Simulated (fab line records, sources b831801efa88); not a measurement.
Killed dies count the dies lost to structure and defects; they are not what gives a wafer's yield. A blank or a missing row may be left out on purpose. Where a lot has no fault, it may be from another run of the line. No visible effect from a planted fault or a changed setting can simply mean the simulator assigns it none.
Code-filled problem report in 8D (eight disciplines) form || flow sky130 || the parts of the form that need people (team, actions taken, sign-off) are left out

== 1. WHAT WENT WRONG ==
At SKY_SONOS_TUNNEL_COAT_02, spin speed rpm averages 3123.0 rpm over 9 wafers from 3 lots, while fault-free wafers read 2999.8 rpm, standard deviation 2.4. Measured from the usual mean, that is +51 standard deviations.
The step: resist thk 1140 nm.
The first sign was on wafer L190.2 at day 15 10:08, on litho track-03. The record holds 21 wafers of 7 lots with a number at this step. Rule for "out" (also "out of limits"): further than 4 standard deviations from the usual mean. Any other wafer with a number is counted as sound.

== 2. WHAT THIS IS AND IS NOT ==
{"question": "which readings at this step", "is": "spin speed rpm", "is not": "-"}
{"question": "which lots", "is": "L190, L191, L192", "is not": "L186, L188, L198, L199"}
{"question": "which wafers of those lots", "is": "all that have a number", "is not": "-"}
{"question": "read on which tools", "is": "litho track-03", "is not": "litho track-01, litho track-02"}
{"question": "when", "is": "from day 15 10:08", "is not": "up to then (6 sound wafers); but 6 sound wafers of L198, L199 came after"}

== 3. THE SUSPECTS, EACH WITH WHAT RULES IT OUT ==
Counting: a tool at any process step up to the reading remains a suspect when it ran all the lots that are out and ran no sound lot after the first of those.
- litho track-03 at SKY_SONOS_TUNNEL_COAT_02 (resist thk 1140 nm): kept. It processed each lot that is out, first L190 at day 15 10:08, and no sound lot thereafter; up to then, the last sound lot it processed was L188 at day 14 22:01. On those wafers its own readings are out: spin speed rpm.
After counting, what remains is litho track-03 at SKY_SONOS_TUNNEL_COAT_02.

== 4. THE CAUSE (what the simulator had put in) ==
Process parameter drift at SKY_SONOS_TUNNEL_COAT_02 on litho track-03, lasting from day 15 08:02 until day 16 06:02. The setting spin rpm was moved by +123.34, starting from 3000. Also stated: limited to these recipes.
This tool alone remained once counting was done.

== 5. THE EFFECT CHAIN, in route order ==
Rows list readings where the struck wafers' mean (over those with a number) sits beyond 3 standard deviations from the usual. Only readings whose record carries a usual standard deviation are examined. hours: median over the lots of the time between each lot's start at the first step of this table that gives one and its start at this step. sigmas: the change, counted in usual standard deviations.
{"hours": 0, "step": "SKY_SONOS_TUNNEL_COAT_02", "reading": "spin speed rpm", "usual": "2999.8 rpm", "on struck wafers": 3123.0, "change": "+123.2", "sigmas": "+51"}
It contains these process steps:
- SKY_SONOS_TUNNEL_COAT_02: resist thk 1140 nm.
Later steps that measure or inspect, where all struck wafers having a row at the step show a number for every such reading and not one has moved that far: SKY_SONOS_TUNNEL_CD_MEAS_07.

== 6. HOW IT WOULD HAVE BEEN CAUGHT EARLIER ==
In this record no reading fell out of limits until day 15 10:08, 2 hours after the fault had begun at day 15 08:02.
